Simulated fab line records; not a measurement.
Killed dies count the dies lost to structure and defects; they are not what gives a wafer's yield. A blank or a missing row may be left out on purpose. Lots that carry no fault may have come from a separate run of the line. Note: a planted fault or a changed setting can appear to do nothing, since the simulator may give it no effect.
fab line records    flow sky130
[record] lots = 13  wafers = 39  lastDay = 50
route steps=708 shown FIELD_ISO@16 VT_ADJUST_HVTR@142 SD_N@354 PAD_OPEN@708
lots that met no fault: from a run of the same line without faults
startH: the number of hours between the record's first day and the start of the first shown wafer of the lot    waitH: how many hours have passed since the lot's step before this one    " same as the row above    L1.1+2: one row covering several wafers at once    - value missing, or start not given    * or withheld: withheld    < > ~ a bound
route shown NAME@n: NAME is a module with steps in the file, n the number in the route of the first one    usual: mean/standard deviation of fault-free wafers    same: alike in all rows    chamber/n: place in a boat    sites: the reading at each site    _std_site: standard deviation across them    _edge_site: mean of outer sites minus mean of inner sites    radiusMm: how far each site lies from the wafer's centre    mask NAME#n: copy n    behind: the last tool/chamber to shape the wafer    hold: cause of the lot's hold/its duration in hours/its outcome    device: which transistor (n, p or np) failed to switch    end of line: tests of these same wafers at the route's end    where a step has no rows: the recipe by itself    killed: dies lost to structure and defects at the first sort, not the wafer's yield    map: a wafer's dies, marking killed ones x, the rest . and places with no die _
set.NAME: setting as actually run; set.NAME@STEP: the setting as run at that earlier step    model.NAME: the simulator's own value behind a step, which no gauge read
route steps across a sampled set of lots; one table per step, one row per wafer
services: the hour from which a tool's chamber was out of use, counted from the record's first day as startH (under 0 if before that day), plus the number of hours and why
[[steps]]
[step SKY_FIELD_ISO_ETCH_15]
[recipe] chemistry = CHF3/O2  targetDepthNm = 180  stopOn = Si  sourceW = 600  biasW = 200  pressureMtorr = 40  chf3FlowSccm = 50  O2_flow_sccm = 5  timeS = 72
[usual] drypumpMotorCurrentA = 5.5/0.43  oesProductAu = 0.949/0.0062  throttleValvePct = 8.844/0.0087
lot.wafer  tool        chamber  startH  waitH  drypumpMotorCurrentA  oesProductAu  rfHoursCounterH  throttleValvePct
L317.1     rieDiel-01  3        31.78   0.0    5.6                   0.953         52               8.845
L317.2     "           2        "       "      5.7                   0.955         50               8.846
L317.5     "           0        "       "      5.6                   0.946         -                8.856
L318.2     rieDiel-02  1        32.84   0.0    5.3                   0.943         87               8.842
L318.3     "           2        "       "      5.3                   0.956         131              8.846
L318.6     "           1        "       "      5.3                   0.947         -                8.848
L319.3     rieDiel-02  1        38.34   0.0    5.3                   0.954         87               8.856
L319.5     "           3        "       "      4.6                   0.956         -                8.840
L319.6     "           2        "       "      5.4                   0.954         -                8.857
L320.2     rieDiel-02  3        44.79   0.0    4.6                   0.946         114              8.848
L320.3     "           1        "       "      5.3                   0.957         87               8.858
L320.5     "           3        "       "      4.6                   0.953         -                8.838
L321.1     rieDiel-04  0        50.63   0.0    6.1                   0.950         169              8.839
L321.4     "           3        "       "      6.1                   0.947         5                8.840
L321.6     "           0        "       "      6.0                   0.943         -                8.848
L322.2     rieDiel-01  2        54.93   0.0    5.7                   0.957         50               8.853
L322.4     "           3        "       "      5.6                   0.950         53               8.830
L322.6     "           2        "       "      5.6                   0.944         -                8.845
L323.3     rieDiel-01  0        59.68   0.0    5.6                   0.937         98               8.831
L323.4     "           1        "       "      6.0                   0.938         132              8.838
L323.5     "           3        "       "      5.6                   0.945         -                8.852
L324.1     rieDiel-01  1        64.88   0.0    6.0                   0.947         132              8.846
L324.2     "           2        "       "      5.7                   0.958         50               8.851
L324.3     "           0        "       "      5.6                   0.948         98               8.838
L326.4     rieDiel-04  3        76.93   0.0    6.0                   0.948         6                8.839
L326.5     "           3        "       "      6.1                   0.951         -                8.853
L326.6     "           0        "       "      6.1                   0.882         -                8.821
L333.2     rieDiel-01  0        112.53  0.0    5.6                   0.946         99               8.827
L333.3     "           3        "       "      5.5                   0.954         54               8.842
L333.5     "           1        "       "      6.0                   0.954         -                8.852
L334.3     rieDiel-02  2        117.49  0.0    5.3                   0.944         133              8.832
L334.4     "           1        "       "      5.3                   0.939         88               8.838
L334.6     "           0        "       "      5.3                   0.945         -                8.838
L339.2     rieDiel-01  2        143.28  0.0    5.7                   0.941         52               8.844
L339.3     "           3        "       "      5.6                   0.952         54               8.856
L339.4     "           0        "       "      5.6                   0.949         99               8.848
L340.1     rieDiel-02  1        149.73  0.0    5.3                   0.940         89               8.854
L340.3     "           2        "       "      5.4                   0.943         133              8.840
L340.4     "           3        "       "      4.6                   0.945         116              8.846
[step SKY_FIELD_ISO_STRIP_16]
[recipe] chemistry = O2/N2  powerW = 1400  pressureMtorr = 1500  platenTempC = withheld  o2FlowSccm = 3000  n2FlowSccm = 300  overashFraction = 0.5
[usual] drypumpMotorCurrentA = 5.7/0.4  oesProductAu = 0.378/0.0048  stripTimeToEndpointS = 3.55/0.036
lot.wafer  tool            chamber  startH  waitH  drypumpMotorCurrentA  oesProductAu  rfHoursCounterH  stripTimeToEndpointS
L317.1     plasmaAsher-01  0        31.84   0.0    5.1                   0.378         34               3.53
L317.2     "               1        "       "      5.6                   0.382         34               3.52
L317.5     "               1        "       "      5.6                   0.380         -                3.57
L318.2     plasmaAsher-03  1        32.90   0.0    5.4                   0.370         36               3.47
L318.3     "               0        "       "      6.3                   0.374         -                3.48
L318.6     "               1        "       "      5.4                   0.378         -                3.47
L319.3     plasmaAsher-03  1        38.43   0.1    5.5                   0.375         -                3.50
L319.5     "               1        "       "      5.4                   0.383         -                3.58
L319.6     "               0        "       "      6.3                   0.388         -                3.51
L320.2     plasmaAsher-04  1        44.85   0.0    5.8                   0.382         37               3.60
L320.3     "               1        "       "      5.8                   0.375         -                3.51
L320.5     "               1        "       "      5.8                   0.375         -                3.55
L321.1     plasmaAsher-04  1        50.69   0.0    5.8                   0.370         38               3.52
L321.4     "               1        "       "      5.7                   0.377         -                3.53
L321.6     "               0        "       "      5.5                   0.371         -                3.53
L322.2     plasmaAsher-03  0        54.99   0.0    6.3                   0.380         38               3.53
L322.4     "               0        "       "      6.3                   0.380         -                3.55
L322.6     "               1        "       "      5.4                   0.378         -                3.51
L323.3     plasmaAsher-04  0        59.77   0.1    5.4                   0.380         -                3.58
L323.4     "               1        "       "      5.8                   0.381         -                3.53
L323.5     "               1        "       "      5.8                   0.371         -                3.53
L324.1     plasmaAsher-04  1        64.94   0.0    5.8                   0.382         39               3.54
L324.2     "               0        "       "      5.4                   0.380         39               3.55
L324.3     "               0        "       "      5.5                   0.367         -                3.60
L326.4     plasmaAsher-03  0        77.02   0.1    6.3                   0.379         -                3.54
L326.5     "               1        "       "      5.4                   0.380         -                3.57
L326.6     "               0        "       "      6.3                   0.400         -                3.88
L333.2     plasmaAsher-03  1        112.59  0.0    5.4                   0.382         43               3.55
L333.3     "               1        "       "      5.4                   0.374         -                3.53
L333.5     "               0        "       "      6.3                   0.373         -                3.49
L334.3     plasmaAsher-03  0        117.58  0.1    6.2                   0.373         -                3.54
L334.4     "               1        "       "      5.4                   0.373         -                3.51
L334.6     "               1        "       "      5.4                   0.378         -                3.57
L339.2     plasmaAsher-03  0        143.34  0.0    6.3                   0.381         46               3.50
L339.3     "               1        "       "      5.4                   0.377         -                3.58
L339.4     "               0        "       "      6.3                   0.378         -                3.58
L340.1     plasmaAsher-03  0        149.79  0.0    6.3                   0.382         47               3.52
L340.3     "               1        "       "      5.4                   0.379         -                3.52
L340.4     "               0        "       "      6.3                   0.366         -                3.57
[step SKY_VT_ADJUST_HVTR_TW_MEAS_11]
[usual] VT_ADJUST_HVTR_TW = 210.9/1
lot.wafer  tool          chamber  startH  waitH  VT_ADJUST_HVTR_TW
L317.1     filmMetro-03  -        206.89  0.1    211.2
L317.2     "             -        "       "      210.5
L317.5     "             -        "       "      211.1
L318.2     filmMetro-02  -        207.59  0.1    210.1
L318.3     "             -        "       "      210.5
L318.6     "             -        "       "      210.2
L319.3     filmMetro-02  -        214.85  0.1    210.6
L319.5     "             -        "       "      209.1
L319.6     "             -        "       "      210.0
L320.2     filmMetro-03  -        228.34  0.1    210.5
L320.3     "             -        "       "      210.3
L320.5     "             -        "       "      211.2
L321.1     filmMetro-03  -        235.58  0.1    210.7
L321.4     "             -        "       "      210.7
L321.6     "             -        "       "      209.6
L322.2     filmMetro-01  -        241.19  0.1    210.7
L322.4     "             -        "       "      210.8
L322.6     "             -        "       "      210.6
L323.3     filmMetro-01  -        248.70  0.1    210.5
L323.4     "             -        "       "      210.6
L323.5     "             -        "       "      211.0
L324.1     filmMetro-03  -        256.88  0.1    210.8
L324.2     "             -        "       "      211.2
L324.3     "             -        "       "      208.8
L326.4     filmMetro-03  -        269.02  0.1    211.4
L326.5     "             -        "       "      211.4
L333.2     filmMetro-01  -        318.59  0.1    210.9
L333.3     "             -        "       "      211.6
L333.5     "             -        "       "      210.9
L334.3     filmMetro-03  -        326.75  0.1    210.7
L334.4     "             -        "       "      209.6
L334.6     "             -        "       "      210.3
L339.2     filmMetro-03  -        363.99  0.1    209.5
L339.3     "             -        "       "      210.2
L339.4     "             -        "       "      209.5
L340.1     filmMetro-03  -        372.03  0.1    209.3
L340.3     "             -        "       "      208.4
L340.4     "             -        "       "      209.4
[step SKY_SD_N_TW_MEAS_12]
[usual] SD_N_TW = 3998/28
lot.wafer  tool          chamber  startH  waitH  SD_N_TW
L317.1     filmMetro-03  -        643.33  0.1    4015
L317.2     "             -        "       "      4006
L317.5     "             -        "       "      4023
L318.2     filmMetro-01  -        649.38  0.1    3990
L318.3     "             -        "       "      3985
L318.6     "             -        "       "      3984
L319.3     filmMetro-03  -        661.07  0.1    4023
L319.5     "             -        "       "      4032
L319.6     "             -        "       "      4037
L320.2     filmMetro-03  -        678.39  0.1    4003
L320.3     "             -        "       "      3986
L320.5     "             -        "       "      4002
L321.1     filmMetro-04  -        686.29  0.1    4008
L321.4     "             -        "       "      4000
L321.6     "             -        "       "      3994
L322.2     filmMetro-01  -        691.38  0.1    4032
L322.4     "             -        "       "      4019
L322.6     "             -        "       "      4005
L323.3     filmMetro-04  -        704.00  0.1    4000
L323.4     "             -        "       "      4007
L323.5     "             -        "       "      3992
L324.1     filmMetro-01  -        709.43  0.1    4008
L324.2     "             -        "       "      4022
L324.3     "             -        "       "      3990
L326.4     filmMetro-03  -        721.25  0.1    4044
L326.5     "             -        "       "      4025
L333.2     filmMetro-03  -        769.04  0.1    4034
L333.3     "             -        "       "      4012
L333.5     "             -        "       "      4014
L334.3     filmMetro-04  -        784.20  0.1    3994
L334.4     "             -        "       "      3977
L334.6     "             -        "       "      3993
L339.2     filmMetro-04  -        819.73  0.1    3958
L339.3     "             -        "       "      3972
L339.4     "             -        "       "      3964
L340.1     filmMetro-04  -        824.25  0.1    3925
L340.3     "             -        "       "      3922
L340.4     "             -        "       "      3944
[step SKY_PAD_OPEN_PROBE_99]
[usual] killed_at_M0_to_M3 = 44/7  killed_at_M4_up = 3.0/1.8  killedAtContacts = 24/4.9  killedAtFrontEnd = 15/5  killedAtOther = 0.2/0.53  killedDies = 87/8.7  killedOnRim = 17/4  killedOpen = 48/6.8  killedShort = 39/5.7
[same] grossDies = 492  killedAtBackSide = 0
lot.wafer  tool       chamber  startH   waitH  killed_at_M0_to_M3  killed_at_M4_up  killedAtContacts  killedAtFrontEnd  killedAtOther  killedDies  killedOnRim  killedOpen  killedShort
L323.3     prober-01  -        1117.50  0.2    33                  4                23                16                0              76          22           47          29
L323.4     prober-01  -        1117.55  0.2    42                  1                35                9                 0              87          19           48          39
L323.5     prober-01  -        1117.60  0.2    37                  4                30                13                0              84          15           45          39
L326.4     prober-02  -        1130.25  0.2    40                  1                22                17                0              80          15           42          38
L326.5     prober-02  -        1130.30  0.2    40                  1                26                16                0              83          20           51          32
L326.6     prober-02  -        1130.35  0.2    50                  4                22                415               0              491         96           51          36
// killed by level:class
L323.3 LI_CONTACT:geometricParticle:open=10 LI_CONTACT:geometricParticle:short=6 VIA1:geometricParticle:open=6 FIELD_ISO:geometricParticle:open=5 POLY_GATE:geometricParticle:open=5 CONTACT:geometricParticle:open=5 VIA1:geometricParticle:short=5 VIA2:geometricParticle:open=5
L323.4 LI_CONTACT:geometricParticle:open=10 CONTACT:geometricParticle:open=10 VIA1:geometricParticle:open=10 CONTACT:geometricParticle:short=7 VIA2:geometricParticle:open=6 METAL1:geometricParticle:short=5 METAL2:geometricParticle:short=5 VIA1:geometricParticle:short=5
L323.5 CONTACT:geometricParticle:open=10 VIA1:geometricParticle:open=10 LI_CONTACT:geometricParticle:open=9 METAL2:geometricParticle:short=7 LI_CONTACT:geometricParticle:short=5 VIA1:geometricParticle:short=5 POLY_GATE:geometricParticle:open=4 METAL1:geometricParticle:short=4
L326.4 METAL2:geometricParticle:short=10 CONTACT:geometricParticle:open=9 LI_CONTACT:geometricParticle:open=6 VIA1:geometricParticle:open=6 VIA1:geometricParticle:short=5 VIA3:geometricParticle:open=5 VIA2:geometricParticle:open=5 VIA2:geometricParticle:short=5
L326.5 CONTACT:geometricParticle:open=8 VIA1:geometricParticle:open=8 VIA3:geometricParticle:open=8 LI_CONTACT:geometricParticle:open=7 VIA2:geometricParticle:open=7 CONTACT:geometricParticle:short=5 FIELD_ISO:geometricParticle:short=4 FIELD_ISO:geometricParticle:open=4
L326.6 FIELD_ISO:areaEtch=404 VIA2:geometricParticle:open=14 CONTACT:geometricParticle:open=11 VIA1:geometricParticle:open=9 VIA1:geometricParticle:short=5 VIA3:geometricParticle:open=5 LI_CONTACT:geometricParticle:open=4 LOCAL_INTERCONNECT:geometricParticle:short=4
[[services]]
tool            chamber  startH  hours  kind
plasmaAsher-01  -        7.87    10.4   repair
rieDiel-01      3        11.23   6.8    repair
plasmaAsher-04  -        19.63   2.8    pm
rieDiel-04      3        25.45   8.3    repair
rieDiel-02      0        31.84   28.9   repair
rieDiel-01      3        39.08   15.6   repair
rieDiel-04      1        55.47   6.5    repair
rieDiel-04      -        77.40   2.8    pm
rieDiel-04      0        80.15   -      clean
rieDiel-04      0        80.15   25.8   scheduledDown
rieDiel-04      0        80.15   25.8   ventCycle
plasmaAsher-01  -        108.75  9.0    pm
plasmaAsher-01  0        108.75  9.0    ventCycle
plasmaAsher-01  1        108.75  9.0    ventCycle
rieDiel-02      0        109.93  4.8    repair
plasmaAsher-01  0        117.75  -      clean
plasmaAsher-01  1        117.75  -      clean
rieDiel-01      1        118.74  16.0   repair
plasmaAsher-01  -        121.61  2.8    pm
plasmaAsher-01  -        124.45  1.0    repair
rieDiel-02      -        125.91  0.1    repair
[[key]]
[firstSign] step = SKY_FIELD_ISO_ETCH_15  reading = oesProductAu  direction = down  sigmas = 11  usual = 0.949  struck = 0.882
[effect] step = SKY_FIELD_ISO_STRIP_16  reading = stripTimeToEndpointS  direction = up  sigmas = 9.2  usual = *  struck = *
[effect] step = SKY_PAD_OPEN_PROBE_99  reading = killedAtFrontEnd  direction = up  sigmas = 81  usual = 15  struck = 415
[moreKillsBornAt] SKY_FIELD_ISO_ETCH_15@rieDiel-04 = 404
metAt SKY_FIELD_ISO_ETCH_15
struckLots L326
struckWafers L326.6
laterRowsLeftOut L326.6
testerLeftOut L326
notActingAt SKY_VT_ADJUST_HVTR_TW_MEAS_11,SKY_SD_N_TW_MEAS_12
onsetBetween 50.63 76.93
[fault] kind = processParameterDrift  tool = rieDiel-04  chamber = 0  onsetH = 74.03  steps = SKY_FIELD_ISO_ETCH_15  channel = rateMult  offset = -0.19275  shape = step  endH = 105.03
// testerLeftOut: of these lots the tester's yield and bins aren't shown, on N5 and GAA mostly nor the transistor test; their killed dies are dies lost to structure and defects alone, not to doping, threshold or leakage, so they don't give the yield
// laterRowsLeftOut: the simulator's readings of these wafers behind a module that went badly wrong aren't trusted and aren't shown, but for the sort
